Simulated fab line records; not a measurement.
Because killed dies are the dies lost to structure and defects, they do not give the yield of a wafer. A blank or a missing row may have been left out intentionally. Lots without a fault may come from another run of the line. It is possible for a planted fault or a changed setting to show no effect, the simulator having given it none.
fab line records	flow sky130
record: lots: 4	wafers: 12	last-day: 50
route steps=708 shown METAL4@631 VIA4@639 METAL5@661 PAD_OPEN@708
lots that met no fault: from a run of the same line without faults
start-h: hours from the record's first day to the start of the lot's first wafer shown	wait-h: time in hours since the lot's previous step	" unchanged from the row above	L1.1+2: a row that stands for several wafers	- no value, or no start given	* or withheld: withheld	< > ~ a bound
route shown NAME@n: a module of which the file shows steps, and the number in the route of the first	usual: mean and standard deviation over wafers with no fault	same: alike in all rows	chamber/n: place in a boat	sites: the reading at each site	_std_site: standard deviation of those values	_edge_site: mean of outer sites minus mean of inner sites	radius-mm: how far each site lies from the wafer's centre	mask NAME#n: copy n	behind: the last tool/chamber to shape the wafer	hold: reason for holding the lot/hours on hold/outcome of the hold	device: whichever transistor did not switch (one of n, p or np)	end of line: tests of these same wafers at the route's end	a step with no rows: only its recipe	killed: count of dies lost to structure and defects at first sort (not the wafer's yield)	map: a wafer's dies, marking killed ones x, the rest . and places with no die _
set.NAME: the setting the step ran with; set.NAME@STEP: the setting that earlier step ran with	model.NAME: the simulator's own value behind a step, which no gauge read
lots seen at some steps along the route; tables by step, rows by wafer
services: the hour from which a tool's chamber was out of use, counted from the record's first day as start-h (under 0 if before that day), plus the number of hours and why
== steps ==
step: SKY_METAL4_DESCUM_15
recipe: chemistry: O2	source-power-w: 150	bias-power-w: 0	pressure-mtorr: 10	temp-c: 40	time-s: 8
step: SKY_METAL4_ETCH_16
recipe: chemistry: N2/H2	target: BARC	ion-energy-ev: 200	bias-w: 100	pressure-mtorr: 30	n2-flow-sccm: 100	h2-flow-sccm: 200	icp-w: 500	stop-on: SiO2	time-s: 88.2	target-depth-a: 600
step: SKY_METAL4_ETCH_17
recipe: target: SiO2	stop-on: TiN	chemistry: C4F8/O2/Ar	source-w: 1500	bias-w: 1200	pressure-mtorr: 40	c4f8-flow-sccm: withheld	O2_flow_sccm: 6	Ar_flow_sccm: 300	time-s: 3.9	target-depth-a: 150
step: SKY_METAL4_METAL_ETCH_18
recipe: target-depth-a: 8450	stop-on: SiO2	over-etch-frac: 0.3	time-s: 183.1	chemistry: Cl2/BCl3	resist-sidewall-deg: 88	pressure-mtorr: 10	icp-w: 900	bias-w: 48.5	Cl2_flow_sccm: 60	bcl3-flow-sccm: 30
step: SKY_METAL4_STRIP_19
recipe: chemistry: O2/N2	power-w: 1400	pressure-mtorr: 1500	platen-temp-c: withheld	o2-flow-sccm: 3000	n2-flow-sccm: 300	overash-fraction: 0.5
step: SKY_METAL4_STRIP_20
recipe: chemistry: post-etch-residue-remover	time-s: 1200	temp-c: 72.5
step: SKY_METAL4_CLEAN_21
recipe: chemistry: IPA	time-s: 180	temp-c: 25
step: SKY_METAL4_CLEAN_22
recipe: chemistry: O3/DIW	dry: n2-spin
step: SKY_VIA4_HDPCVD_00
recipe: material: SiO2	target-thk-nm: 1750	sigma-open-frac: 0.3	time-s: 291.7	temp-c: 400	sih4-flow-sccm: 60	pressure-mtorr: 6
step: SKY_VIA4_CMP_02
recipe: material: SiO2	down-force-psi: 4	platen-rpm: 60	pad-velocity-m-s: 0.94248
usual: motor-current-A: 12.1/1.5
lot.wafer	tool	chamber	start-h	wait-h	motor-current-A
L948.3	cmp-01	1	1027.27	0.1	11.5
L948.1	"	2	"	"	11.7
L948.5	"	0	"	"	12.4
L956.3	cmp-02	3	1080.81	0.1	10.3
L956.5	"	2	"	"	12.8
L956.6	"	3	"	"	10.3
L960.2	cmp-01	2	1106.01	0.2	12.3
L960.5	"	3	"	"	11.8
L960.6	"	0	"	"	12.7
L962.2	cmp-01	3	1110.66	0.1	12.5
L962.4	"	0	"	"	12.2
L962.6	"	1	"	"	11.2
step: SKY_VIA4_DEHYDRATE_04
recipe: temp-c: 200	time-s: 60
step: SKY_VIA4_HMDS_05
recipe: prime-time-s: 60	prime-temp-c: 120
step: SKY_VIA4_COAT_06
recipe: resist: NOVOLAK	spin-rpm: 3000	resist-thk-nm: 1140
step: SKY_VIA4_SOFTBAKE_07
recipe: temp-c: 90	time-s: 60	resist: NOVOLAK
step: SKY_VIA4_EXPOSE_08
recipe: mask-id: VIM4	na: 0.6	source-shape: conventional	sigma-outer: 0.6	polarization: unpolarized	target-cd-nm: 800	dose-mj: 132
step: SKY_VIA4_PEB_09
recipe: temp-c: withheld	time-s: *	resist: NOVOLAK
step: SKY_VIA4_DEVELOP_10
recipe: resist: NOVOLAK	developer: TMAH	develop-time-s: 60	dev-temp-c: 23
step: SKY_VIA4_ETCH_12
recipe: target: SiO2	chemistry: C4F8/O2/Ar	stop-on: TiN	mask-material: NOVOLAK	source-w: 1500	bias-w: 1200	pressure-mtorr: 40	c4f8-flow-sccm: withheld	O2_flow_sccm: 6	Ar_flow_sccm: 300	time-s: withheld	target-depth-a: 5800
step: SKY_VIA4_STRIP_13
recipe: chemistry: O2/N2	power-w: 1400	pressure-mtorr: 1500	platen-temp-c: withheld	o2-flow-sccm: 3000	n2-flow-sccm: 300	overash-fraction: 0.5
step: SKY_VIA4_STRIP_14
recipe: chemistry: post-etch-residue-remover	time-s: 1200	temp-c: 72.5
step: SKY_VIA4_CLEAN_15
recipe: chemistry: IPA	time-s: 180	temp-c: 25
step: SKY_VIA4_CLEAN_16
recipe: chemistry: O3/DIW	dry: n2-spin
step: SKY_VIA4_SPUTTER_17
recipe: material: TiN	target-thk-nm: 20	chamber-pressure-pa: 5	power-w: 4000	time-s: 80
step: SKY_VIA4_CVD_18
recipe: material: W	target-thk-nm: 505	time-s: 152.14	temp-c: 400	pressure-torr: 40
step: SKY_VIA4_CMP_21
recipe: stop-on: SiO2	t-overpolish-s: 25	down-force-psi: 3.5	platen-rpm: 60	target-thk-nm: 0	pad-velocity-m-s: 0.94248
step: SKY_METAL5_SPUTTER_00
recipe: material: Ti	target-thk-nm: 15	power-w: 3000	time-s: 10	chamber-pressure-pa: 0.4
step: SKY_METAL5_SPUTTER_01
recipe: material: TiN	target-thk-nm: 20	power-w: 6500	time-s: 16.7	chamber-pressure-pa: 0.4
step: SKY_METAL5_SPUTTER_02
recipe: material: AlCu	target-thk-nm: 1150	power-w: 10600	time-s: 61.2	chamber-pressure-pa: 0.4
step: SKY_METAL5_SPUTTER_03
recipe: material: Ti	target-thk-nm: 5	power-w: 3000	time-s: 3.3	chamber-pressure-pa: 0.4
step: SKY_METAL5_SPUTTER_04
recipe: material: TiN	target-thk-nm: 70	power-w: 6500	time-s: 58.3	chamber-pressure-pa: 0.4
step: SKY_METAL5_DEHYDRATE_07
recipe: temp-c: 200	time-s: 60
step: SKY_METAL5_HMDS_08
recipe: prime-time-s: 60	prime-temp-c: 120
step: SKY_METAL5_COAT_09
recipe: resist: NOVOLAK	spin-rpm: 3000	resist-thk-nm: 1800
step: SKY_PAD_OPEN_PROBE_99
usual: defect-limited-yield: 82.5/1.9	killed_at_M0_to_M3: 43/6.8	killed_at_M4_up: 3.2/1.7	killed-at-contacts: 24/5.7	killed-at-front-end: 16/4.3	killed-at-other: 0.3/0.56	killed-dies: 86/9.5	killed-on-rim: 16/3.6	killed-open: 47/6.9	killed-short: 39/5.8	sort_bin_3_pad_short: 0.9/0.39	sort_bin_5_function: 10.3/1.5	sort_bin_6_memory: 6.3/1.1	sort-n-pass: 406/9.5	sort-yield-pct: 82.5/1.9
same: gross-dies: 492	killed-at-back-side: 0	sort_bin_4_leakage[%]: 0	sort_bin_8_speed[%]: 0
lot.wafer	tool	chamber	start-h	wait-h	defect-limited-yield[%]	killed_at_M0_to_M3	killed_at_M4_up	killed-at-contacts	killed-at-front-end	killed-at-other	killed-dies	killed-on-rim	killed-open	killed-short	sort_bin_3_pad_short[%]	sort_bin_5_function[%]	sort_bin_6_memory[%]	sort-n-pass	sort-yield-pct[%]	model.etest.tester.sort-n-pass	model.etest.tester.sort-yield-pct	model.etest.tester.sort_bin_5_pct	model.etest.tester.sort_bin_6_pct	model.etest.tester.sort_bin_3_pct
L948.1	prober-01	-	1117.31	0.1	84.8	32	2	23	18	0	75	17	42	33	1.0	8.5	5.7	417	84.8	417	84.76	8.537	5.691	1.016
L948.3	prober-01	-	1117.41	0.2	81.9	42	1	24	22	0	89	17	45	44	1.2	10.0	6.9	403	81.9	403	81.91	9.959	6.911	1.22
L948.5	prober-01	-	1117.51	0.2	83.9	30	4	27	18	0	79	10	43	35	0.8	8.9	6.3	413	83.9	413	83.94	8.943	6.301	0.813
L956.3	prober-01	-	1162.46	0.2	83.5	40	6	18	16	1	81	20	44	37	1.0	8.7	6.7	411	83.5	411	83.54	8.74	6.707	1.016
L956.5	prober-01	-	1162.56	0.2	82.5	42	11	20	13	0	86	18	44	42	1.2	10.6	5.7	406	82.5	406	82.52	10.57	5.691	1.22
L956.6	prober-01	-	1162.61	0.2	83.1	36	2	24	20	1	83	20	44	39	1.0	8.7	7.1	409	83.1	409	83.13	8.74	7.114	1.016
L960.2	prober-02	-	1182.67	0.1	80.3	46	3	40	8	0	97	18	47	49	1.0	10.6	8.1	395	80.3	395	80.28	10.57	8.13	1.016
L960.5	prober-02	-	1182.82	0.2	83.5	28	2	31	20	0	81	13	50	30	0.8	9.8	5.9	411	83.5	411	83.54	9.756	5.894	0.813
L960.6	prober-02	-	1182.87	0.2	48.0	37	181	27	11	0	256	45	44	33	3.3	35.2	13.6	236	48.0	236	47.97	35.16	13.62	3.252
L962.2	prober-02	-	1188.57	0.1	81.9	46	5	19	19	0	89	18	57	32	1.0	9.8	7.3	403	81.9	403	81.91	9.756	7.317	1.016
L962.4	prober-02	-	1188.67	0.2	49.6	33	190	14	11	0	248	56	31	28	3.3	30.9	16.3	244	49.6	244	49.59	30.89	16.26	3.252
L962.6	prober-02	-	1188.77	0.2	80.9	54	3	18	19	0	94	11	46	48	0.6	10.2	8.3	398	80.9	398	80.89	10.16	8.333	0.6098
killed by level:class
L948.1 CONTACT:geometric-particle:open=8 VIA2:geometric-particle:open=7 FIELD_ISO:geometric-particle:open=6 POLY_GATE:geometric-particle:short=6 LI_CONTACT:geometric-particle:open=6 VIA1:geometric-particle:open=6 METAL2:geometric-particle:short=6 VIA1:geometric-particle:short=5
L948.3 CONTACT:geometric-particle:open=12 FIELD_ISO:geometric-particle:short=8 POLY_GATE:geometric-particle:short=8 VIA1:geometric-particle:open=7 VIA2:geometric-particle:open=7 METAL2:geometric-particle:short=6 VIA3:geometric-particle:open=6 LI_CONTACT:geometric-particle:open=5
L948.5 CONTACT:geometric-particle:open=14 VIA1:geometric-particle:open=8 POLY_GATE:geometric-particle:open=6 POLY_GATE:geometric-particle:short=6 LI_CONTACT:geometric-particle:open=4 CONTACT:geometric-particle:short=4 VIA3:geometric-particle:short=4 LI_CONTACT:geometric-particle:short=3
L956.3 VIA1:geometric-particle:open=10 METAL1:geometric-particle:short=8 LI_CONTACT:geometric-particle:open=6 METAL2:geometric-particle:short=6 FIELD_ISO:geometric-particle:short=5 CONTACT:geometric-particle:open=5 VIA3:geometric-particle:open=5 FIELD_ISO:geometric-particle:open=4
L956.5 METAL4:geometric-particle:short=9 VIA1:geometric-particle:open=7 VIA3:geometric-particle:open=7 CONTACT:geometric-particle:open=6 METAL2:geometric-particle:short=6 CONTACT:geometric-particle:short=5 VIA1:geometric-particle:short=5 VIA2:geometric-particle:open=5
L956.6 LI_CONTACT:geometric-particle:open=11 VIA3:geometric-particle:open=9 FIELD_ISO:geometric-particle:short=7 VIA1:geometric-particle:open=7 CONTACT:geometric-particle:open=6 METAL2:geometric-particle:short=5 METAL1:geometric-particle:short=5 POLY_GATE:geometric-particle:open=3
L960.2 LI_CONTACT:geometric-particle:open=10 LOCAL_INTERCONNECT:geometric-particle:short=10 CONTACT:geometric-particle:open=7 VIA1:geometric-particle:open=7 VIA1:geometric-particle:short=7 VIA3:geometric-particle:open=7 CONTACT:geometric-particle:short=6 METAL1:geometric-particle:short=6
L960.5 CONTACT:geometric-particle:open=11 LI_CONTACT:geometric-particle:open=10 VIA2:geometric-particle:open=8 VIA1:geometric-particle:open=6 FIELD_ISO:geometric-particle:short=4 FIELD_ISO:geometric-particle:open=4 VIA3:geometric-particle:open=4 POLY_GATE:geometric-particle:open=3
L960.6 VIA4:unspecified=179 CONTACT:geometric-particle:open=9 VIA3:geometric-particle:open=9 LI_CONTACT:geometric-particle:open=6 VIA2:geometric-particle:open=6 LOCAL_INTERCONNECT:geometric-particle:short=5 VIA1:geometric-particle:open=5 METAL2:geometric-particle:short=5
L962.2 VIA1:geometric-particle:open=16 LI_CONTACT:geometric-particle:open=8 VIA3:geometric-particle:open=8 METAL2:geometric-particle:short=7 FIELD_ISO:geometric-particle:open=5 POLY_GATE:geometric-particle:open=5 CONTACT:geometric-particle:short=5 POLY_GATE:geometric-particle:short=4
L962.4 VIA4:unspecified=189 VIA1:geometric-particle:open=10 VIA3:geometric-particle:open=5 FIELD_ISO:geometric-particle:open=4 CONTACT:geometric-particle:open=4 METAL1:geometric-particle:short=4 LI_CONTACT:geometric-particle:short=3 LI_CONTACT:geometric-particle:open=3
L962.6 METAL2:geometric-particle:short=12 VIA1:geometric-particle:open=11 LI_CONTACT:geometric-particle:open=9 FIELD_ISO:geometric-particle:short=5 FIELD_ISO:geometric-particle:open=5 VIA2:geometric-particle:short=5 METAL3:geometric-particle:short=5 VIA3:geometric-particle:open=5
map L960.6 (x killed, . not)
__________...x.xx..._________
________.x.x.x.xx..x.x_______
______.x.x..x....x..xxxx_____
_____xxxx.xxxxxxxxx.x..x.____
____xxxxx.xxxx.xxxxx......___
___...xxx.......x.x.xxx.xxx__
__..x..xxxxxx.xxxx...x..x.xx_
_xx..xx.xx.xx.xx.xx.xxxx.x..x
_xxxx..xx.x...xx....xxx.xx...
_x..xx....x.xx.x..xxxxx....x.
_..xxx.xxx.xxx.x.x.xxx.xxx..x
_...xx..x....xxx.x.xxxx....xx
_x.xxxx.x..x.xxx..xx.xx.xx...
_x.x.x..xxxx.xxxx.x.x..x.x...
_.xxx..x.x.xx........x...x.x.
__.xx.xx..x.x..x.x.xxx..x..._
___x...x.....x.x.xx..xx.x..__
____xxxx...xxx.xxxxx......___
_____.x.x..xxxxx.x...xx..____
______x..x.xx..x....xxx._____
________...xxxxxxxx..._______
__________xx.xx.xxx._________
map L962.4 (x killed, . not)
__________.xxxx.x..._________
________.xx...x.x..x.._______
______x.x.x..x.x.....xxx_____
_____...xxx..x.xx.xxxxx.x____
____..xxx...xxxx...xxxx...___
___.x..xx.xx.xx.xxxx.xx.xxx__
__xxxxx..xxx.x.xxx..x......x_
_xxx.xxx.x.xx.xx.x.xxxx.xxxx.
_xxxxx.x..x.xx.x.xx.x.xxxxxx.
_.x...........x..xx.x.xx.x..x
_xx.xx.....xx.xxx..xxxxx.....
_...xxxx.x..x.xxxx.x.xxxx....
_x...x.x.x.x.xxx.xxx...x.x..x
_x.x...x.......x.x.....xx....
_xx.x.xx.x.....xx..xxxx...x.x
__xx...x..x..xxxxxx..x...x.x_
___xx......xx.x.x...xx.x...__
____..x.xx...xxx...x..xxxx___
_____.x.xxxx.x...x..xxxxx____
______.xx.x...x....x.xx._____
________x.xx..x..x...._______
__________xx.xx.xxxx_________
== services ==
tool	chamber	start-h	hours	kind
cmp-02	-	1028.40	4.0	pm
cmp-01	-	1042.68	2.2	pm
cmp-02	-	1066.73	4.9	pm
cmp-01	-	1068.05	1.6	repair
cmp-02	-	1084.47	4.0	pm
cmp-02	-	1088.47	-	consumable-replace:conditioner
cmp-02	-	1088.47	-	consumable-replace:pad
cmp-02	-	1100.20	1.5	repair
cmp-02	-	1101.55	3.4	repair
== key ==
first-sign: step: SKY_PAD_OPEN_PROBE_99	reading: killed_at_M4_up	direction: up	sigmas: 99+	usual: 3.2	struck: 185.5
effect: step: SKY_PAD_OPEN_PROBE_99	reading: defect-limited-yield	direction: down	sigmas: 17	usual: 82.5	struck: 48.8
model-effect: step: SKY_PAD_OPEN_PROBE_99	value: etest.tester.sort-n-pass	without: 408	struck: 240
met-at SKY_VIA4_CMP_02
struck-wafers L960.6,L962.4
onset-between 1027.27 1106.01
fault: kind: chamber-particle-source	tool: cmp-01	chamber: 0	onset-h: 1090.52	steps: SKY_VIA4_CMP_02	rate-per-visit-cm2: 1.0062	end-h: 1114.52
